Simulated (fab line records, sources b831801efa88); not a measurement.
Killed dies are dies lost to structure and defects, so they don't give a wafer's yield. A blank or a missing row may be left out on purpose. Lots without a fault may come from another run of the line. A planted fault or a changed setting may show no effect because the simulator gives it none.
A struck lot beside a sound one | flow sky130 | 43 steps out of a route of 708
Sound: wafers L186.2, L186.3, L186.4. Struck: wafer L198.1. (L198.4, L198.6 of the same lot were not struck and are left out.) The cause comes at the end.
At each step with rows: each side's tool, then ch and its chambers, then its first start. Under that, the readings that differ: sound wafers | struck wafers | difference of the means | sigmas: that difference in standard deviations of wafers without a fault.
alike: readings whose means differ by less than 2 such deviations, and words and numbers that are the same on both sides. not compared: withheld readings, readings that some wafer has no value for, bounds like >300 that may hide the same value, and numbers for which the record gives no deviation and whose values overlap.
The two part at a step that has a row with sigmas, a row that says differs or no value, or rows on one side only. Numbers that don't overlap but have no deviation are shown without sigmas and don't part them. A reading that every wafer of one side lacks parts them only if that side has two wafers or more.

SKY_SONOS_ONO_THK_MEAS_05:
  sound on film_metro-01, day 13 08:45; struck on film_metro-01, day 16 23:44
  alike: SONOS_ONO_CVD_04_THK
then, 7 steps without rows for these wafers: SKY_SONOS_ONO_DEHYDRATE_06 (time 60 s); SKY_SONOS_ONO_HMDS_07 (prime time 60 s); SKY_SONOS_ONO_COAT_08 (resist thk 1140 nm); SKY_SONOS_ONO_SOFTBAKE_09 (time 60 s); SKY_SONOS_ONO_EXPOSE_10 (exposes mask ONOM, target cd 410 nm); SKY_SONOS_ONO_PEB_11; SKY_SONOS_ONO_DEVELOP_12 (develop time 60 s).
SKY_SONOS_ONO_CD_MEAS_13: target cd 410 nm.
  sound on cd_sem-02, day 14 10:20; struck on cd_sem-01, day 18 03:19
  alike: cd_nm
SKY_SONOS_ONO_OVL_MEAS_14:
  sound on overlay-01, day 14 10:26; struck on overlay-01, day 18 03:26
  alike: SONOS_ONO_OVL
SKY_SONOS_ONO_ETCH_15: etches the open film in CHF3/O2, target depth 19.52 nm, time 7.8 s.
  sound on rie_diel-02 ch 0,1,2, day 14 10:28; struck on rie_diel-02 ch 3, day 18 03:28
  alike: drypump_motor_current_A, oes_product_au, throttle_valve_pct
  not compared: rf_hours_counter_h
then, 1 step without rows for these wafers: SKY_SONOS_ONO_WET_ETCH_16 (etches SiO2 in dHF, target depth 14 nm, time 280 s).
SKY_SONOS_ONO_STRIP_17: strips in O2/N2.
  sound on plasma_asher-04 ch 0,1, day 14 10:34; struck on plasma_asher-04 ch 1, day 18 03:35
  alike: drypump_motor_current_A, oes_product_au, strip_time_to_endpoint_s
  not compared: rf_hours_counter_h
then, 3 steps without rows for these wafers: SKY_SONOS_ONO_WET_ETCH_18 (etches Si3N4 in H3PO4, target depth 15 nm, time 172 s); SKY_GATE_OXIDE_CLEAN_00 (cleans in SC1/SC2, time 150 s); SKY_GATE_OXIDE_OXIDATION_01 (stabilise 600 s, purge 300 s, target thk 10.268 nm).
SKY_GATE_OXIDE_THK_MEAS_02:
  sound on film_metro-01, day 14 12:16; struck on film_metro-01, day 18 11:47
  reading                          | sound             | struck | difference | sigmas
  GATE_OXIDE_OXIDATION_00_THK (nm) | 10.70 10.72 10.82 | 10.16  | -0.59      | -4
then, 7 steps without rows for these wafers: SKY_GATE_OXIDE_DEHYDRATE_03 (time 60 s); SKY_GATE_OXIDE_HMDS_04 (prime time 60 s); SKY_GATE_OXIDE_COAT_05 (resist thk 1140 nm); SKY_GATE_OXIDE_SOFTBAKE_06 (time 60 s); SKY_GATE_OXIDE_EXPOSE_07 (exposes mask LVOM, target cd 600 nm); SKY_GATE_OXIDE_PEB_08; SKY_GATE_OXIDE_DEVELOP_09 (develop time 60 s).
SKY_GATE_OXIDE_OVL_MEAS_10:
  sound on overlay-02, day 15 13:40; struck on overlay-02, day 19 17:34
  reading             | sound          | struck | difference | sigmas
  GATE_OXIDE_OVL (nm) | -2.1 -0.8 -0.7 | 2.0    | +3.2       | +2
then, 2 steps without rows for these wafers: SKY_GATE_OXIDE_IMPLANT_11; SKY_GATE_OXIDE_WET_ETCH_12 (etches SiO2 in dHF, target depth 16.8 nm, time 336 s).
SKY_GATE_OXIDE_STRIP_13: strips in O2/N2.
  sound on plasma_asher-01 ch 0,1, day 15 13:58; struck on plasma_asher-01 ch 0, day 19 17:52
  reading                      | sound             | struck | difference | sigmas
  strip_time_to_endpoint_s (s) | 14.18 14.09 14.10 | 14.21  | +0.09      | +2
  alike: drypump_motor_current_A, oes_product_au
  not compared: rf_hours_counter_h
SKY_GATE_OXIDE_TW_MEAS_14:
  sound on film_metro-03, day 15 14:04; struck on film_metro-02, day 19 17:58
  alike: GATE_OXIDE_TW
then, 3 steps without rows for these wafers: SKY_GATE_OXIDE_CLEAN_15 (cleans in SC1/SC2, time 150 s); SKY_GATE_OXIDE_OXIDATION_16 (stabilise 600 s, purge 300 s, target thk 3.57 nm); SKY_POLY_GATE_CVD_00 (deposits poly-Si, target thk 180 nm, time 720 s).
SKY_POLY_GATE_THK_MEAS_01:
  sound on film_metro-04, day 15 20:16; struck on film_metro-04, day 20 01:13
  alike: POLY_GATE_CVD_00_THK
then, 8 steps without rows for these wafers: SKY_RES_PROTECT_DEHYDRATE_00 (time 60 s); SKY_RES_PROTECT_HMDS_01 (prime time 60 s); SKY_RES_PROTECT_COAT_02 (resist thk 1140 nm); SKY_RES_PROTECT_SOFTBAKE_03 (time 60 s); SKY_RES_PROTECT_EXPOSE_04 (exposes mask RPM, target cd 1270 nm); SKY_RES_PROTECT_PEB_05; SKY_RES_PROTECT_DEVELOP_06 (develop time 60 s); SKY_POLY_GATE_IMPLANT_02.
SKY_RES_PROTECT_STRIP_07: strips in O2/N2.
  sound on plasma_asher-04 ch 0,1, day 17 01:31; struck on plasma_asher-02 ch 1, day 21 08:07
  alike: drypump_motor_current_A, oes_product_au, strip_time_to_endpoint_s
  not compared: rf_hours_counter_h
-- the record jumps here: 29 days lie between the struck wafers' starts before and after (it left off in module RES_PROTECT and takes up again in module PAD_OPEN, whose first step shown is number 708 of the route) --
SKY_PAD_OPEN_PROBE_99:
  sound on prober-02, day 47 01:17; struck on prober-02, day 49 21:00
  reading             | sound    | struck                   | difference                   | sigmas
  hold                | - - -    | await_dispo/1.9h/release | no value on the sound wafers |
  killed_at_M4_up     | 1 0 4    | 6                        | +4                           | +2
  killed_at_contacts  | 27 30 25 | 15                       | -12                          | -2
  killed_at_front_end | 19 10 8  | 67                       | +55                          | +12
  killed_dies         | 99 86 80 | 132                      | +44                          | +4
  killed_on_rim       | 14 21 12 | 25                       | +9                           | +3
  alike: killed_at_M0_to_M3, killed_at_other, killed_open, killed_short

WHERE THEY PART
First at SKY_GATE_OXIDE_THK_MEAS_02; last, within this record, at SKY_PAD_OPEN_PROBE_99.

WHY: what the simulator had put in
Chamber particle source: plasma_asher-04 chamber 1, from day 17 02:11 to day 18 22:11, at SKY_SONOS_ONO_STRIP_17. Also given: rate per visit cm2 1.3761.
